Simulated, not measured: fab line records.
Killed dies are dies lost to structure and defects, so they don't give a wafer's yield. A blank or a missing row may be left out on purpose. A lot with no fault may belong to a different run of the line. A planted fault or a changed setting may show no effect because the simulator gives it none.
Commonality check across tools -- flow gf180mcu -- 45 wafers sampled across 13 lots

WHAT PROMPTED THE OPENING
GF_HV_LDD_TW_MEAS_23, reading HV_LDD_2_TW: flagged on 2 of 13 lots. Fault-free wafers read 1061, with a standard deviation of 19.
Rule: a lot is flagged when every wafer of it that has a number lies more than 4 standard deviations from that mean, or none has a number. As for the other lots, they are considered sound.

lot,measured,on,"HV_LDD_2_TW, wafer by wafer",flag
L729,day 10 21:16,film-metro-04,1069 1074 1080,
L730,day 11 03:22,film-metro-04,1068 1073 1071,
L731,day 11 05:51,film-metro-03,1034 1032 1032,
L733,day 12 06:39,film-metro-04,1075 1063 1072,
L735,day 12 12:20,film-metro-02,1084 1082 1090,
L734,day 12 12:23,film-metro-04,1069 1072 1076,
L736,day 12 20:57,film-metro-03,1038 1033 1034,
L737,day 13 09:20,film-metro-04,1073 1071 1075,
L738,day 13 14:27,film-metro-02,1080 1085 1083,
L741,day 14 23:32,film-metro-04,1070 1066 1064,
L745,day 15 22:15,film-metro-03,1039 1037 1041,
L748,day 16 17:02,film-metro-03,899 903 908 904 900 903,FLAGGED
L749,day 17 06:07,film-metro-04,935 931 932 926 932 936,FLAGGED
Average over the flagged lots: 917; offset from the usual -144, equal to -8 standard deviations.

WHICH TOOL RAN EACH LOT
The record holds 2 process steps before the reading, out of a route of 602 steps. Every cell lists first the tool, next ch and the chambers used by the sampled wafers, and last the start.
lot,flag,GF_POLY_GATE_ETCH_12,GF_HV_LDD_IMPLANT_21
L729,,"rie-diel-03 ch 0,3, day 9 07:38","implanter-02 ch 0, day 10 21:02"
L730,,"rie-diel-03 ch 1,3, day 9 13:20","implanter-02 ch 0, day 11 03:09"
L731,,"rie-diel-03 ch 1,2, day 9 16:37","implanter-04 ch 0, day 11 05:37"
L733,,"rie-diel-04 ch 0,1,2, day 10 10:55","implanter-03 ch 0, day 12 06:24"
L735,,"rie-diel-02 ch 0,1,3, day 10 21:03","implanter-02 ch 0, day 12 12:05"
L734,,"rie-diel-04 ch 0,2,3, day 10 18:30","implanter-03 ch 0, day 12 12:08"
L736,,"rie-diel-04 ch 1,2, day 11 03:25","implanter-03 ch 0, day 12 20:43"
L737,,"rie-diel-02 ch 0,3, day 11 16:12","implanter-02 ch 0, day 13 09:05"
L738,,"rie-diel-03 ch 1,3, day 11 21:34","implanter-03 ch 0, day 13 14:12"
L741,,"rie-diel-02 ch 0,2,3, day 13 01:54","implanter-04 ch 0, day 14 23:17"
L745,,"rie-diel-02 ch 0,1,2, day 14 00:19","implanter-03 ch 0, day 15 22:01"
L748,FLAGGED,"rie-diel-02 ch 1,2,3, day 14 17:53","implanter-04 ch 0, day 16 16:47"
L749,FLAGGED,"rie-diel-04 ch 0,2, day 15 08:18","implanter-04 ch 0, day 17 05:53"
What these steps do:
- GF_POLY_GATE_ETCH_12: etches BARC in N2/H2.
- GF_HV_LDD_IMPLANT_21
- GF_HV_LDD_TW_MEAS_23

FLAGGED OVER TOTAL, TOOL BY TOOL (the gauges that took the reading come last)
step,tool,lots run,flagged,share of the flagged lots,sound lots run after its first flagged lot
GF_POLY_GATE_ETCH_12,rie-diel-02,5,1,some,0
GF_POLY_GATE_ETCH_12,rie-diel-03,4,0,none,-
GF_POLY_GATE_ETCH_12,rie-diel-04,4,1,some,0
GF_HV_LDD_IMPLANT_21,implanter-02,4,0,none,-
GF_HV_LDD_IMPLANT_21,implanter-03,5,0,none,-
GF_HV_LDD_IMPLANT_21,implanter-04,4,2,all,0
GF_HV_LDD_TW_MEAS_23,film-metro-02,2,0,none,-
GF_HV_LDD_TW_MEAS_23,film-metro-03,4,1,some,0
GF_HV_LDD_TW_MEAS_23,film-metro-04,7,1,some,0

WHAT THE TABLE ALLOWS
All flagged lots share 1 row of the table, namely implanter-04 at GF_HV_LDD_IMPLANT_21.
- implanter-04 at GF_HV_LDD_IMPLANT_21 ran 4 lots, 2 of them flagged. It ran its last sound lot, L741, at day 14 23:17 and its first flagged lot, L748, at day 16 16:47: a fault with its onset between the two fits. Its own readings lie more than 4 standard deviations out on every wafer of the flagged lots: beam-energy-keV.
One tool is left: implanter-04 at GF_HV_LDD_IMPLANT_21.

WHAT HAD BEEN PUT IN BY THE SIMULATOR
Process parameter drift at GF_HV_LDD_IMPLANT_21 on implanter-04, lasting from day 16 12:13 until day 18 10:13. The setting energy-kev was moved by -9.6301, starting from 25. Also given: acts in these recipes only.
Shown lots that were struck: L748, L749. The rule above found the same.
